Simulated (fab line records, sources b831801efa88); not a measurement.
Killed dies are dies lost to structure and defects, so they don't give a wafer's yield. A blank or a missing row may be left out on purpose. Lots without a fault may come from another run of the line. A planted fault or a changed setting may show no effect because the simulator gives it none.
fab line records | flow sky130
record lots=6 wafers=18 last_day=50
route steps=708 shown LOCAL_INTERCONNECT@403 CONTACT@406 PAD_OPEN@708
lots that met no fault: from a run of the same line without faults
start_h: hours from the record's first day to the start of the lot's first wafer shown | wait_h: hours since the lot's step before | " the same as in the row above | L1.1+2: a row that stands for several wafers | - no value, or no start given | * or withheld: withheld | < > ~ a bound
route shown NAME@n: a module of which the file shows steps, and the number in the route of the first | usual: mean/standard deviation of fault-free wafers | same: alike in all rows | chamber/n: place in a boat | sites: the reading at each site | _std_site: their standard deviation | _edge_site: outer sites' mean less inner sites' | radius_mm: how far each site lies from the wafer's centre | mask NAME#n: copy n | behind: the tool/chamber that last shaped the wafer | hold: why the lot was held/for how many hours/how that ended | device: the transistor (n, p or np) that didn't switch | end of line: the same wafers' tests at the end of the route | a step without rows: its recipe alone | killed: dies lost to structure and defects at the first sort, not the wafer's yield | map: a wafer's dies, x killed, . not, _ none there
set.NAME: the setting as run; set.NAME@STEP: as run at that earlier step | model.NAME: the simulator's own value behind a step, which no gauge read
lots at some steps of the route; a table a step, a row a wafer
services: from which hour (start_h, from the record's first day; less than 0 if before it) a tool's chamber was out of use, for how many hours, and why
## steps
# step SKY_LOCAL_INTERCONNECT_STRIP_16
# recipe chemistry=post_etch_residue_remover time_s=1200 temp_c=72.5
# step SKY_LOCAL_INTERCONNECT_CLEAN_17
# recipe chemistry=IPA time_s=180 temp_c=25
# step SKY_LOCAL_INTERCONNECT_CLEAN_18
# recipe chemistry=O3/DIW dry=n2_spin
# step SKY_CONTACT_CVD_00
# recipe material=Si3N4 target_thk_nm=75 temp_c=400 time_s=withheld rf_w=450
# usual heater_power_w=697/85 rf_fwd_power_W=444.0/2.5
# columns lot.wafer tool chamber start_h wait_h heater_power_w rf_fwd_power_W
L452.1 pecvd-04 0 724.55 0.0 681 444.3
L452.2 " 2 " " 719 442.7
L452.5 " 0 " " 658 443.9
L453.1 pecvd-02 1 728.12 0.0 634 444.5
L453.2 " 2 " " 623 443.4
L453.5 " 2 " " 630 441.5
L454.1 pecvd-03 2 733.61 0.0 719 449.9
L454.2 " 1 " " 628 442.0
L454.6 " 2 " " 592 448.1
L467.2 pecvd-02 0 836.12 0.0 773 442.1
L467.4 " 0 " " 769 444.5
L467.5 " 2 " " 631 445.8
L469.1 pecvd-04 2 843.66 0.0 797 441.7
L469.4 " 2 " " 804 442.8
L469.5 " 1 " " 779 443.3
L473.1 pecvd-03 0 868.68 0.0 801 442.4
L473.3 " 1 " " 722 440.6
L473.6 " 2 " " 724 448.6
# step SKY_CONTACT_THK_MEAS_01
# recipe reads=Si3N4_of_CONTACT_CVD_00
# usual CONTACT_CVD_00_THK=74.9/0.75
# columns lot.wafer tool chamber start_h wait_h CONTACT_CVD_00_THK[nm]
L452.1 film_metro-04 - 724.58 - 74.6
L452.2 " - " " 73.4
L452.5 " - " " 75.7
L453.1 film_metro-04 - 728.15 - 73.0
L453.2 " - " " 74.2
L453.5 " - " " 75.1
L454.1 film_metro-01 - 733.66 - 74.8
L454.2 " - " " 74.0
L454.6 " - " " 75.3
L467.2 film_metro-04 - 836.16 - 74.1
L467.4 " - " " 74.6
L467.5 " - " " 75.5
L469.1 film_metro-02 - 843.69 - 74.5
L469.4 " - " " 76.1
L469.5 " - " " 76.5
L473.1 film_metro-01 - 868.72 - 74.6
L473.3 " - " " 75.4
L473.6 " - " " 75.3
# step SKY_CONTACT_HDPCVD_02
# recipe material=SiO2 target_thk_nm=565 sigma_open_frac=0.3 time_s=94.2 temp_c=600 sih4_flow_sccm=60 pressure_mtorr=6
# step SKY_CONTACT_THK_MEAS_03
# recipe reads=SiO2_of_CONTACT_HDPCVD_02
# usual CONTACT_HDPCVD_THK=567/5.9
# columns lot.wafer tool chamber start_h wait_h CONTACT_HDPCVD_THK[nm]
L452.1 film_metro-01 - 724.71 0.0 560
L452.2 " - " " 561
L452.5 " - " " 563
L453.1 film_metro-01 - 728.28 0.0 567
L453.2 " - " " 575
L453.5 " - " " 571
L454.1 film_metro-02 - 733.79 0.0 568
L454.2 " - " " 568
L454.6 " - " " 573
L467.2 film_metro-02 - 836.29 0.0 570
L467.4 " - " " 567
L467.5 " - " " 575
L469.1 film_metro-04 - 843.82 0.0 563
L469.4 " - " " 561
L469.5 " - " " 564
L473.1 film_metro-02 - 868.85 0.0 571
L473.3 " - " " 568
L473.6 " - " " 563
# step SKY_CONTACT_CMP_04
# recipe material=SiO2 down_force_psi=4 platen_rpm=60 pad_velocity_m_s=0.94248
# usual motor_current_A=12.6/2.2 slurry_filter_dp_kPa=13.49/0.13 time_to_endpoint_s=83/4.9
# columns lot.wafer tool chamber start_h wait_h motor_current_A slurry_filter_dp_kPa time_to_endpoint_s
L452.1 cmp-01 0 724.77 0.1 9.8 13.36 78
L452.2 " 3 " " 11.9 13.55 87
L452.5 " 0 " " 10.2 13.51 82
L453.2 cmp-02 1 728.39 0.1 13.5 13.47 79
L453.1 " 3 " " 14.1 13.31 79
L453.5 " 0 " " 11.7 13.48 81
L454.1 cmp-02 0 733.90 0.1 12.2 13.35 82
L454.2 " 1 " " 13.0 13.58 78
L454.6 " 3 " " 13.8 13.64 83
L467.4 cmp-01 3 836.34 0.0 11.9 13.48 86
L467.2 " 1 " " 10.9 13.48 81
L467.5 " 3 " " 12.4 13.44 92
L469.1 cmp-02 0 843.88 0.1 12.4 13.51 81
L469.4 " 3 " " 14.5 13.63 79
L469.5 " 1 " " 13.7 13.40 77
L473.3 cmp-01 0 868.91 0.0 10.1 13.42 90
L473.1 " 2 " " 17.5 13.26 93
L473.6 " 1 " " 11.0 13.16 81
# step SKY_CONTACT_BOW_MEAS_05
# recipe mode=bow
# usual CONTACT_BOW=83/6.7
# columns lot.wafer tool chamber start_h wait_h CONTACT_BOW[um]
L452.1 film_metro-02 - 725.07 0.2 90
L452.2 " - " " 87
L452.5 " - " " 94
L453.1 film_metro-02 - 728.64 0.1 89
L453.2 " - " " 79
L453.5 " - " " 66
L454.1 film_metro-01 - 734.15 0.2 85
L454.2 " - " " 84
L454.6 " - " " 78
L467.2 film_metro-01 - 836.66 0.2 84
L467.4 " - " " 85
L467.5 " - " " 78
L469.1 film_metro-02 - 844.18 0.2 96
L469.4 " - " " 82
L469.5 " - " " 82
L473.1 film_metro-02 - 869.21 0.1 76
L473.3 " - " " 75
L473.6 " - " " 74
# step SKY_CONTACT_DEHYDRATE_06
# recipe temp_c=200 time_s=60
# step SKY_CONTACT_HMDS_07
# recipe prime_time_s=60 prime_temp_c=120
# step SKY_CONTACT_COAT_08
# recipe resist=BARC temp_c=withheld time_s=withheld spin_rpm=3000 resist_thk_nm=60
# step SKY_CONTACT_COAT_09
# recipe resist=KrF-thick spin_rpm=3000 resist_thk_nm=450
# usual chill_plate_temp_C=22.99/0.1 dispense_pressure_kPa=49/4.8 resist_line_temp_C=23.02/0.1
# columns lot.wafer tool chamber start_h wait_h chill_plate_temp_C dispense_pressure_kPa resist_line_temp_C model.KrF-thick_of_CONTACT_COAT_09.thk_nm
L452.1 litho_track-01 0 738 - 23.06 45 23.12 448.7
L452.2 " 0 " " 23.04 45 22.99 447.8
L452.5 " 0 " " 22.94 45 23.19 447.8
L453.1 litho_track-04 0 741 - 22.87 54 23.19 451.2
L453.2 " 0 " " 22.97 54 23.10 449.8
L453.5 " 0 " " 22.95 54 23.19 449.9
L454.1 litho_track-04 0 747 - 23.00 54 23.23 450.9
L454.2 " 0 " " 23.11 54 22.79 451.2
L454.6 " 0 " " 23.10 54 22.97 450.7
L467.2 litho_track-01 0 850 - 23.02 45 23.20 450.6
L467.4 " 0 " " 23.12 45 23.14 470.5
L467.5 " 0 " " 23.02 45 23.11 450.8
L469.1 litho_track-01 0 856 - 22.80 45 23.24 449.6
L469.4 " 0 857 - 22.95 45 23.22 468.9
L469.5 " 0 " " 22.96 45 23.12 447.5
L473.1 litho_track-02 0 882 - 22.94 55 22.93 449.3
L473.3 " 0 " " 22.91 55 23.05 450.4
L473.6 " 0 " " 23.06 55 22.94 450.3
# step SKY_CONTACT_SOFTBAKE_10
# recipe temp_c=100 time_s=90 resist=KrF-thick
# step SKY_CONTACT_EXPOSE_11
# recipe mask_id=CTM1 na=0.8 source_shape=annular sigma_inner=0.55 sigma_outer=0.85 target_cd_nm=170 dose_mj=38
# step SKY_CONTACT_PEB_12
# recipe peb_temp_c=withheld peb_time_s=withheld resist=KrF-thick
# step SKY_CONTACT_DEVELOP_13
# recipe develop_time_s=60 resist=KrF-thick dev_temp_c=21
# step SKY_CONTACT_CD_MEAS_14
# recipe target_cd_nm=170
# usual cd_nm=169.9/1.3
# columns lot.wafer tool chamber start_h wait_h cd_nm
L452.1 cd_sem-02 - 752.84 - 168.9
L452.2 " - " " 169.3
L452.5 " - " " 167.9
L453.1 cd_sem-01 - 756.09 - 172.4
L453.2 " - " " 171.6
L453.5 " - " " 172.5
L454.1 cd_sem-01 - 761.93 - 170.1
L454.2 " - " " 169.9
L454.6 " - " " 169.6
L467.2 cd_sem-02 - 862.63 - 170.0
L467.4 " - " " 168.2
L467.5 " - " " 169.7
L469.1 cd_sem-02 - 869.36 - 169.1
L469.4 " - " " 168.8
L469.5 " - " " 169.8
L473.1 cd_sem-02 - 894.27 - 172.7
L473.3 " - " " 172.6
L473.6 " - " " 171.6
# step SKY_CONTACT_OVL_MEAS_15
# usual CONTACT_OVL=-2/5.9
# columns lot.wafer tool chamber start_h wait_h CONTACT_OVL[nm]
L452.1 overlay-02 - 752.96 0.1 -9
L452.2 " - " " -2
L452.5 " - " " -11
L453.1 overlay-02 - 756.21 0.1 0
L453.2 " - " " -4
L453.5 " - " " 0
L454.1 overlay-01 - 762.05 0.1 2
L454.2 " - " " 1
L454.6 " - " " -3
L467.2 overlay-01 - 862.74 0.1 -11
L467.4 " - " " -11
L467.5 " - " " -3
L469.1 overlay-02 - 869.48 0.1 -7
L469.4 " - " " 6
L469.5 " - " " 2
L473.1 overlay-01 - 894.39 0.1 -8
L473.3 " - " " -9
L473.6 " - " " -1
# step SKY_CONTACT_ETCH_16
# recipe chemistry=N2/H2 target=BARC ion_energy_ev=200 source_w=500 bias_w=100 pressure_mtorr=30 n2_flow_sccm=100 h2_flow_sccm=200 stop_on=SiO2 time_s=45.9 target_depth_a=600
# usual drypump_motor_current_A=5.8/0.35 h2_flow_sccm=200.0/0.57 n2_flow_sccm=100.0/0.34 oes_product_au=0.854/0.0041 rf_fwd_power_W=494.5/2.4 throttle_valve_pct=13.224/0.0096
# columns lot.wafer tool chamber start_h wait_h drypump_motor_current_A h2_flow_sccm n2_flow_sccm oes_product_au rf_fwd_power_W rf_hours_counter_h throttle_valve_pct
L452.1 rie_diel-02 0 752.99 0.0 6.0 200.3 99.5 0.850 494.6 5 13.223
L452.2 " 1 " " 5.9 200.0 100.7 0.861 494.7 45 13.229
L452.5 " 3 " " 6.1 200.2 99.6 0.856 491.0 - 13.221
L453.1 rie_diel-02 3 756.24 0.0 6.1 199.1 100.8 0.860 489.2 18 13.227
L453.2 " 1 " " 5.9 199.2 100.2 0.851 492.9 45 13.212
L453.5 " 0 " " 6.0 199.2 99.6 0.858 494.9 - 13.213
L454.1 rie_diel-02 3 762.09 0.0 6.1 199.8 100.1 0.852 491.3 18 13.227
L454.2 " 0 " " 6.0 199.2 100.0 0.856 493.6 5 13.206
L454.6 " 3 " " 6.1 199.9 100.1 0.853 491.0 - 13.217
L467.2 rie_diel-01 2 862.77 0.0 5.7 200.6 100.2 0.853 491.2 2 13.229
L467.4 " 3 " " 5.9 199.5 100.1 0.855 494.8 9 13.228
L467.5 " 2 " " 5.6 200.3 100.5 0.851 494.3 - 13.226
L469.1 rie_diel-03 1 869.51 0.0 5.2 200.2 99.9 0.848 491.3 13 13.202
L469.4 " 1 " " 5.2 199.8 99.8 0.852 492.1 - 13.239
L469.5 " 2 " " 6.2 200.6 100.1 0.852 498.5 - 13.212
L473.1 rie_diel-03 3 894.42 0.0 5.7 200.0 99.8 0.846 495.6 18 13.208
L473.3 " 2 " " 6.2 200.4 99.6 0.847 497.6 21 13.235
L473.6 " 0 " " 6.4 200.2 100.5 0.860 495.5 - 13.225
# step SKY_CONTACT_ETCH_17
# recipe target=SiO2 chemistry=C4F8/O2/Ar stop_on=Si3N4 mask_material=KrF-thick source_w=1500 bias_w=1200 pressure_mtorr=40 c4f8_flow_sccm=withheld O2_flow_sccm=6 Ar_flow_sccm=300 time_s=withheld target_depth_a=3400
# usual oes_product_au=0.891/0.005 rf_fwd_power_W=1486/5.6
# columns lot.wafer tool chamber start_h wait_h oes_product_au rf_fwd_power_W
L452.1 rie_diel-02 0 753.04 0.0 0.893 1481
L452.2 " 1 " " 0.903 1485
L452.5 " 3 " " 0.897 1482
L453.1 rie_diel-02 3 756.29 0.0 0.893 1480
L453.2 " 1 " " 0.889 1483
L453.5 " 0 " " 0.893 1490
L454.1 rie_diel-02 3 762.13 0.0 0.899 1484
L454.2 " 0 " " 0.888 1483
L454.6 " 3 " " 0.893 1485
L467.2 rie_diel-01 2 862.81 0.0 0.885 1483
L467.4 " 3 " " 0.894 1484
L467.5 " 2 " " 0.892 1484
L469.1 rie_diel-03 1 869.56 0.0 0.886 1481
L469.4 " 1 " " 0.900 1487
L469.5 " 2 " " 0.895 1497
L473.1 rie_diel-03 3 894.47 0.0 0.885 1480
L473.3 " 2 " " 0.886 1493
L473.6 " 0 " " 0.900 1489
# step SKY_CONTACT_ETCH_18
# recipe target=Si3N4 chemistry=CHF3/O2 stop_on=TiN source_w=600 bias_w=200 pressure_mtorr=40 chf3_flow_sccm=50 O2_flow_sccm=5 time_s=39 target_depth_a=750
# usual drypump_motor_current_A=5.8/0.35 oes_product_au=0.854/0.0065 rf_fwd_power_W=592.9/2.6 throttle_valve_pct=8.793/0.01
# columns lot.wafer tool chamber start_h wait_h drypump_motor_current_A oes_product_au rf_fwd_power_W rf_hours_counter_h throttle_valve_pct model.KrF-thick_of_CONTACT_COAT_09.thk_nm
L452.1 rie_diel-02 0 - - 6.0 0.858 590.5 5 8.783 246.7
L452.2 " 1 " " 5.9 0.847 593.7 45 8.781 242.8
L452.5 " 3 " " 6.1 0.864 587.7 - 8.786 242.3
L453.1 rie_diel-02 3 - - 6.1 0.837 586.9 18 8.794 245.8
L453.2 " 1 " " 5.9 0.847 590.5 45 8.801 245.1
L453.5 " 0 " " 5.9 0.844 594.9 - 8.797 248.1
L454.1 rie_diel-02 3 - - 6.1 0.853 589.2 18 8.799 243
L454.2 " 0 " " 6.0 0.846 595.6 5 8.793 248.7
L454.6 " 3 " " 6.1 0.854 590.8 - 8.805 242.5
L467.2 rie_diel-01 2 - - 5.6 0.851 593.1 2 8.806 240.6
L467.4 " 3 " " 5.9 0.848 591.5 9 8.786 261.6
L467.5 " 2 " " 5.7 0.853 596.7 - 8.781 241.6
L469.1 rie_diel-03 1 - - 5.2 0.850 589.3 13 8.800 240.6
L469.4 " 1 " " 5.2 0.857 592.6 - 8.789 260
L469.5 " 2 " " 6.3 0.864 591.5 - 8.794 241.3
L473.1 rie_diel-03 3 - - 5.7 0.851 593.8 18 8.802 242.2
L473.3 " 2 " " 6.2 0.859 595.4 21 8.803 244.6
L473.6 " 0 " " 6.4 0.853 595.1 - 8.793 239
# step SKY_CONTACT_STRIP_19
# recipe chemistry=O2/N2 power_w=1400 pressure_mtorr=1500 platen_temp_c=withheld o2_flow_sccm=3000 n2_flow_sccm=300 overash_fraction=0.5
# usual drypump_motor_current_A=5.85/0.29 n2_flow_sccm=300.1/0.98 oes_product_au=0.380/0.0049 strip_time_to_endpoint_s=3.62/0.03
# columns lot.wafer tool chamber start_h wait_h drypump_motor_current_A n2_flow_sccm oes_product_au rf_hours_counter_h strip_time_to_endpoint_s
L452.1 plasma_asher-03 0 753.13 - 6.05 301.5 0.371 0 3.66
L452.2 " 1 " " 5.31 299.3 0.380 0 3.61
L452.5 " 0 " " 6.11 301.2 0.374 - 3.60
L453.1 plasma_asher-01 0 756.38 - 5.89 299.5 0.381 33 3.64
L453.2 " 1 " " 6.22 300.4 0.385 33 3.62
L453.5 " 1 " " 6.21 300.8 0.381 - 3.68
L454.1 plasma_asher-03 1 762.22 - 5.32 299.2 0.381 1 3.62
L454.2 " 0 " " 6.06 299.2 0.382 1 3.67
L454.6 " 0 " " 6.09 299.9 0.385 - 3.61
L467.2 plasma_asher-03 0 862.90 - 6.04 300.0 0.377 11 3.57
L467.4 " 0 " " 6.06 298.6 0.393 - 3.82
L467.5 " 1 " " 5.33 300.8 0.375 - 3.59
L469.1 plasma_asher-01 0 869.65 - 5.90 299.7 0.384 45 3.58
L469.4 " 1 " " 6.20 301.3 0.390 - 3.79
L469.5 " 0 " " 5.91 297.9 0.378 - 3.59
L473.1 plasma_asher-02 0 894.56 - 5.87 301.1 0.376 77 3.60
L473.3 " 1 " " 5.77 300.4 0.380 - 3.63
L473.6 " 1 " " 5.73 300.7 0.380 - 3.58
# step SKY_CONTACT_STRIP_20
# recipe chemistry=post_etch_residue_remover time_s=1200 temp_c=72.5
# step SKY_PAD_OPEN_PROBE_99
# usual killed_at_M0_to_M3=43/7.3 killed_at_M4_up=3.1/1.7 killed_at_contacts=25/5.3 killed_at_front_end=15/4.3 killed_at_other=0.2/0.54 killed_dies=87/10 killed_open=48/7.6 killed_short=38/6.1
# same gross_dies=492 killed_at_back_side=0
# columns lot.wafer tool chamber start_h wait_h killed_at_M0_to_M3 killed_at_M4_up killed_at_contacts killed_at_front_end killed_at_other killed_dies killed_open killed_short
L452.1 prober-02 - 1088.83 0.1 42 6 28 15 0 91 43 48
L452.2 prober-02 - 1088.88 0.1 45 2 23 13 0 83 47 36
L452.5 prober-02 - 1089.03 0.2 51 2 17 18 0 88 53 35
L453.1 prober-01 - 1089.87 0.1 45 3 24 10 0 82 47 35
L453.2 prober-01 - 1089.92 0.1 51 0 24 7 0 82 41 39
L453.5 prober-01 - 1090.07 0.2 45 7 30 16 0 98 55 43
L469.1 prober-01 - 1176.13 0.1 41 3 16 12 0 72 46 26
# killed by level:class
L452.1 CONTACT:geometric_particle:open=11 METAL1:geometric_particle:short=8 VIA1:geometric_particle:open=7 FIELD_ISO:geometric_particle:short=6 LI_CONTACT:geometric_particle:open=6 METAL2:geometric_particle:short=6 LOCAL_INTERCONNECT:geometric_particle:short=5 CONTACT:geometric_particle:short=5
L452.2 CONTACT:geometric_particle:open=9 VIA1:geometric_particle:open=9 VIA3:geometric_particle:open=7 FIELD_ISO:geometric_particle:short=6 VIA2:geometric_particle:open=6 METAL2:geometric_particle:short=6 METAL1:geometric_particle:short=5 POLY_GATE:geometric_particle:open=4
L452.5 VIA1:geometric_particle:open=11 CONTACT:geometric_particle:open=10 VIA2:geometric_particle:open=9 VIA3:geometric_particle:open=8 METAL1:geometric_particle:short=7 METAL2:geometric_particle:short=5 POLY_GATE:geometric_particle:open=4 POLY_GATE:geometric_particle:short=4
L453.1 VIA1:geometric_particle:open=14 CONTACT:geometric_particle:open=11 METAL2:geometric_particle:short=6 VIA3:geometric_particle:short=5 VIA3:geometric_particle:open=5 METAL1:geometric_particle:short=4 VIA1:geometric_particle:short=4 VIA2:geometric_particle:open=4
L453.2 CONTACT:geometric_particle:open=10 VIA1:geometric_particle:open=9 VIA3:geometric_particle:open=8 METAL1:geometric_particle:short=7 VIA1:geometric_particle:short=6 LI_CONTACT:geometric_particle:open=5 METAL3:geometric_particle:short=5 VIA2:geometric_particle:open=5
L453.5 VIA1:geometric_particle:open=10 LI_CONTACT:geometric_particle:open=9 CONTACT:geometric_particle:open=8 VIA2:geometric_particle:open=8 FIELD_ISO:geometric_particle:open=6 METAL1:geometric_particle:short=6 CONTACT:geometric_particle:short=5 VIA2:geometric_particle:short=5
L469.1 VIA1:geometric_particle:open=9 VIA3:geometric_particle:open=8 VIA2:geometric_particle:open=7 LI_CONTACT:geometric_particle:open=6 CONTACT:geometric_particle:open=5 POLY_GATE:geometric_particle:open=4 METAL1:geometric_particle:short=4 METAL2:geometric_particle:short=4
## services
# columns tool chamber start_h hours kind
rie_diel-03 3 702.97 3.6 repair
pecvd-03 1 709.42 3.9 repair
rie_diel-01 1 712.14 5.8 repair
plasma_asher-03 - 721.09 9.0 repair
pecvd-03 0 725.02 24.6 repair
plasma_asher-03 - 730.11 2.8 pm
pecvd-03 - 730.23 0.9 repair
plasma_asher-03 - 733.75 9.0 pm
cmp-01 - 736.47 1.0 repair
plasma_asher-03 - 737.85 8.4 repair
pecvd-04 - 738.31 16.8 repair
cmp-02 - 744.00 4.0 pm
rie_diel-02 0 792.55 128.1 repair
pecvd-04 1 811.81 4.9 repair
pecvd-04 - 817.50 1.5 repair
rie_diel-01 - 827.18 2.8 pm
plasma_asher-03 - 829.64 5.9 repair
plasma_asher-01 - 834.80 2.2 repair
pecvd-02 - 845.54 2.8 pm
rie_diel-03 1 858.35 1.2 repair
cmp-01 - 860.38 0.3 repair
rie_diel-03 3 868.54 2.5 repair
rie_diel-02 2 875.45 4.0 repair
cmp-01 - 884.03 6.3 pm
## key
first_sign step=SKY_CONTACT_STRIP_19 reading=strip_time_to_endpoint_s direction=up sigmas=6.4 usual=* struck=*
effect none on later readings
model_effect step=SKY_CONTACT_COAT_09 value=KrF-thick_of_CONTACT_COAT_09.thk_nm without=449 struck=469.7
model_effect step=SKY_CONTACT_ETCH_18 value=KrF-thick_of_CONTACT_COAT_09.thk_nm without=240.1 struck=260.8
met_at SKY_CONTACT_COAT_09
struck_wafers L467.4,L469.4
tester_left_out L467,L469
onset_between 738 850
fault kind=process_parameter_drift tool=litho_track-01 chamber=- onset_h=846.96 steps=SKY_CONTACT_COAT_09 channel=resist_thk_nm offset=20.75 shape=step end_h=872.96 scope=struck_wafers_only acts_in=these_recipes_only stated=450
# tester_left_out: of these lots the tester's yield and bins aren't shown, on N5 and GAA mostly nor the transistor test; their killed dies are dies lost to structure and defects alone, not to doping, threshold or leakage, so they don't give the yield
